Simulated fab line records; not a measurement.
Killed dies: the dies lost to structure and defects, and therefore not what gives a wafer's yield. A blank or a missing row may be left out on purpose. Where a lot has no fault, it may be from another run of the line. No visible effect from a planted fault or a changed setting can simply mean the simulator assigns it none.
Which of the tools did it? ; flow gf180mcu ; 10 lots, 30 wafers sampled, at 4 steps of a route of 602

## WHAT THE GAUGES SHOWED, per wafer
GF_V2_RS_MEAS_24: uses a four-point probe to measure.
lot;measured;on;V2_W_RS (ohm/sq)
L799;day 21 04:31;film_metro-01;0.321 0.324 0.320
L802;day 22 11:05;film_metro-04;0.321 0.325 0.316
L803;day 22 16:41;film_metro-03;0.321 0.326 0.320
L805;day 23 09:49;film_metro-01;0.322 0.329 0.327
L807;day 24 03:20;film_metro-04;0.329 0.334 0.321
L813;day 26 03:56;film_metro-01;0.269 0.270 0.269
L815;day 26 20:07;film_metro-04;0.266 0.266 0.264
L818;day 27 14:25;film_metro-04;0.320 0.325 0.322
L819;day 27 15:55;film_metro-04;0.327 0.331 0.320
L820;day 28 02:31;film_metro-01;0.321 0.321 0.318

## WHICH TOOL RAN EACH LOT (tool, then ch and the chambers of the sampled wafers, then the start)
lot;GF_V1_CMP_26;GF_V2_CVD_02;GF_V2_CVD_23
L799;cmp-02 ch 0,2,3, day 19 02:23;pecvd-04 ch 1,2, day 20 03:12;cvd_w-01 ch 0, day 21 04:19
L802;cmp-01 ch 1,2, day 20 08:02;pecvd-02 ch 0,1, day 21 09:34;cvd_w-02 ch 0,1, day 22 10:58
L803;cmp-02 ch 0,3, day 20 14:54;pecvd-04 ch 0,1, day 21 16:02;cvd_w-01 ch 0,1, day 22 16:34
L805;cmp-01 ch 0,1,3, day 21 07:44;pecvd-02 ch 0,1, day 22 09:06;cvd_w-02 ch 0,1, day 23 09:42
L807;cmp-02 ch 0,3, day 22 02:46;pecvd-04 ch 0,1,2, day 23 03:41;cvd_w-02 ch 0,1, day 24 03:13
L813;cmp-02 ch 0,1, day 24 05:35;pecvd-02 ch 1,2, day 25 04:53;cvd_w-02 ch 0,1, day 26 03:50
L815;cmp-02 ch 0,1,2, day 24 22:41;pecvd-02 ch 1,2, day 25 21:15;cvd_w-02 ch 0, day 26 20:01
L818;cmp-02 ch 0,1,3, day 25 17:35;pecvd-02 ch 0,1,2, day 26 16:22;cvd_w-01 ch 0,1, day 27 14:18
L819;cmp-01 ch 0,2,3, day 25 20:10;pecvd-04 ch 1,2, day 26 18:13;cvd_w-01 ch 0,1, day 27 15:48
L820;cmp-01 ch 1,2,3, day 26 06:11;pecvd-04 ch 1,2, day 27 04:27;cvd_w-01 ch 0,1, day 28 02:25
- GF_V1_CMP_26: polishes, stops on SiO2, t overpolish 15 s, target thk 0 nm.
- GF_V2_CVD_02: deposits SiO2 from TEOS, target thk 850 nm, time 94.851 s.
- GF_V2_CVD_23: deposits W, target thk 350 nm, time 104.94 s.

## THE ANSWER, worked out from the rows above alone
Rule: the lots themselves supply what counts as usual. The widest of any qualifying gaps counts: lots, ordered by their means at a reading, are off when they make up no more than a third of the lots, leave a main group of 4 or more, and stand apart from it by 3 or more times the standard deviation of that group's means. If all means in a main group match to the digits the tables above print for the reading, that group is not used. Also off: a lot with no number at a reading for which 4 or more lots have one. The other lots that the step has rows for count as sound.
Off: L813, L815, at GF_V2_RS_MEAS_24 (V2_W_RS). For the main group the mean is 0.323 ohm/sq and the standard deviation 0.0027.
If a tool, at a process step before that reading, ran all the lots that are off and no sound lot after the first of them, it fits. The gauges at GF_V2_RS_MEAS_24 are tried like those tools. One candidate fits, namely cvd_w-02 at GF_V2_CVD_23. Its last sound lot is L807 (day 24 03:13), its first lot that is off L813 (day 26 03:50): a fault that began between those two fits.

## WHAT WAS PUT IN BY THE SIMULATOR
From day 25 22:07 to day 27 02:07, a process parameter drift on cvd_w-02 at GF_V2_CVD_23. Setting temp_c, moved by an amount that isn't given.
Lots struck among those shown: L813, L815. The rule above reached the same finding.
